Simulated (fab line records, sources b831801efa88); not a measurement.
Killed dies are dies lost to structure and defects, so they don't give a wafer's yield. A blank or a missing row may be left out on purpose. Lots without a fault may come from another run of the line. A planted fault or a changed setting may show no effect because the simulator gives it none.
Which tool did it? | flow sky130 | 14 lots, 42 wafers sampled, at 4 steps of a route of 708

WHAT THE GAUGES READ, wafer by wafer
SKY_FIELD_ISO_CD_MEAS_13: target cd 150 nm. Usual: cd_nm 150.2 nm, standard deviation 1.5.
lot  | measured    | on        | cd_nm (nm)        | flag
L237 | day 2 10:26 | cd_sem-01 | 149.4 150.0 149.9 |
L238 | day 2 14:25 | cd_sem-01 | 149.4 149.5 149.1 |
L239 | day 2 20:11 | cd_sem-01 | 150.4 150.9 149.5 |
L240 | day 3 03:19 | cd_sem-01 | 147.0 146.2 148.0 |
L242 | day 3 14:11 | cd_sem-01 | 150.5 151.0 149.3 |
L244 | day 3 23:59 | cd_sem-01 | 148.9 150.5 151.3 |
L246 | day 4 08:43 | cd_sem-01 | 152.0 152.1 151.0 |
L252 | day 5 16:34 | cd_sem-02 | 154.3 153.8 154.1 |
L253 | day 5 20:43 | cd_sem-02 | 151.4 151.5 151.1 |
L254 | day 6 01:58 | cd_sem-02 | 149.8 150.1 149.9 |
L255 | day 6 07:58 | cd_sem-01 | 149.2 148.7 148.8 |
L256 | day 6 13:46 | cd_sem-02 | 148.9 147.7 148.8 |
L257 | day 6 19:47 | cd_sem-02 | 150.3 147.4 149.0 |
L258 | day 6 22:59 | cd_sem-01 | 151.9 151.2 152.1 |

SKY_METAL1_THK_MEAS_06: measures by xrf. Usual: METAL1_ALCU_THK 249 nm, standard deviation 3.1.
lot  | measured     | on            | METAL1_ALCU_THK (nm) | flag
L237 | day 32 07:25 | film_metro-02 | 249 247 252          |
L238 | day 32 14:44 | film_metro-04 | 248 246 248          |
L239 | day 32 16:50 | film_metro-02 | 250 252 247          |
L240 | day 33 01:23 | film_metro-04 | 242 244 241          |
L242 | day 33 19:02 | film_metro-03 | 246 245 247          |
L244 | day 34 12:41 | film_metro-02 | 256 252 256          |
L246 | day 35 00:14 | film_metro-02 | 245 249 251          |
L252 | day 36 23:05 | film_metro-02 | 247 251 247          |
L253 | day 37 01:44 | film_metro-02 | 250 247 247          |
L254 | day 37 03:02 | film_metro-04 | 245 249 249          |
L255 | day 37 20:05 | film_metro-03 | 255 258 254          |
L256 | day 38 00:26 | film_metro-04 | 251 250 254          |
L257 | day 38 04:57 | film_metro-03 | 249 251 249          |
L258 | day 38 13:46 | film_metro-02 | 246 246 247          |

SKY_VIA1_CD_MEAS_12: target cd 150 nm. Usual: cd_nm 150.4 nm, standard deviation 1.8.
lot  | measured     | on        | cd_nm (nm)        | flag
L237 | day 34 15:11 | cd_sem-02 | 150.4 149.8 150.0 |
L238 | day 34 21:31 | cd_sem-02 | 149.7 149.4 150.3 |
L239 | day 34 23:04 | cd_sem-01 | 148.9 150.4 151.2 |
L240 | day 35 08:40 | cd_sem-02 | 148.2 150.3 150.2 |
L242 | day 36 01:04 | cd_sem-02 | 151.3 150.0 151.1 |
L244 | day 36 18:22 | cd_sem-01 | 151.6 151.0 151.4 |
L246 | day 37 05:53 | cd_sem-02 | 152.8 149.8 152.6 |
L252 | day 39 04:29 | cd_sem-02 | 146.2 147.4 148.3 |
L253 | day 39 06:29 | cd_sem-02 | 148.5 146.9 149.3 |
L254 | day 39 07:50 | cd_sem-01 | 148.3 150.1 149.4 |
L255 | day 40 00:07 | cd_sem-01 | 153.2 153.1 155.3 |
L256 | day 40 03:59 | cd_sem-02 | 150.6 148.8 150.2 |
L257 | day 40 07:28 | cd_sem-01 | 152.8 153.3 153.4 |
L258 | day 40 16:14 | cd_sem-02 | 151.4 151.1 148.8 |

WHICH TOOL RAN EACH LOT (tool, then ch and the chambers of the sampled wafers, then the start)
lot  | SKY_LDD_N_IMPLANT_13
L237 | implanter-03 ch 0, day 18 10:55
L238 | implanter-03 ch 0, day 18 19:55
L239 | implanter-02 ch 0, day 18 22:04
L240 | implanter-03 ch 0, day 19 07:23
L242 | implanter-04 ch 0, day 20 01:49
L244 | implanter-04 ch 0, day 21 00:35
L246 | implanter-02 ch 0, day 21 14:40
L252 | implanter-03 ch 0, day 23 19:10
L253 | implanter-04 ch 0, day 23 21:55
L254 | implanter-03 ch 0, day 24 00:55
L255 | implanter-02 ch 0, day 24 22:43
L256 | implanter-03 ch 0, day 24 23:28
L257 | implanter-04 ch 0, day 25 03:52
L258 | implanter-02 ch 0, day 25 16:25
- SKY_LDD_N_IMPLANT_13

WHAT THE TOOLS THEMSELVES READ (means of the sampled wafers that have a number; where no wafer has one, the mark that the record gives instead)
SKY_LDD_N_IMPLANT_13. Usual: beam_energy_keV 49.999, standard deviation 0.014.
lot  | tool         | beam_energy_keV | flag
L237 | implanter-03 | 50.008          |
L238 | implanter-03 | 49.997          |
L239 | implanter-02 | 50.002          |
L240 | implanter-03 | 50.009          |
L242 | implanter-04 | 50.002          |
L244 | implanter-04 | 50.005          |
L246 | implanter-02 | 50.017          |
L252 | implanter-03 | 49.995          |
L253 | implanter-04 | 50.002          |
L254 | implanter-03 | 49.994          |
L255 | implanter-02 | 49.996          |
L256 | implanter-03 | 50.007          |
L257 | implanter-04 | 49.982          |
L258 | implanter-02 | 49.999          |

THE ANSWER, worked out from the rows above alone
Rule: a lot is off if the mean of its wafers that have a number lies more than 3 standard deviations from the usual mean. A lot without any number at a reading at which 4 lots or more have one is off too. The other lots that the step has rows for count as sound. The gauges are gone through in route order, then the tools' own readings, and for those a lot's mean is taken as printed above. The first step at which some lot is off is used, and at that step the reading that is off furthest; a lot without a number counts as furthest.
No lot is off at any reading shown: from this, nothing can be told.

WHAT THE SIMULATOR HAD PUT IN
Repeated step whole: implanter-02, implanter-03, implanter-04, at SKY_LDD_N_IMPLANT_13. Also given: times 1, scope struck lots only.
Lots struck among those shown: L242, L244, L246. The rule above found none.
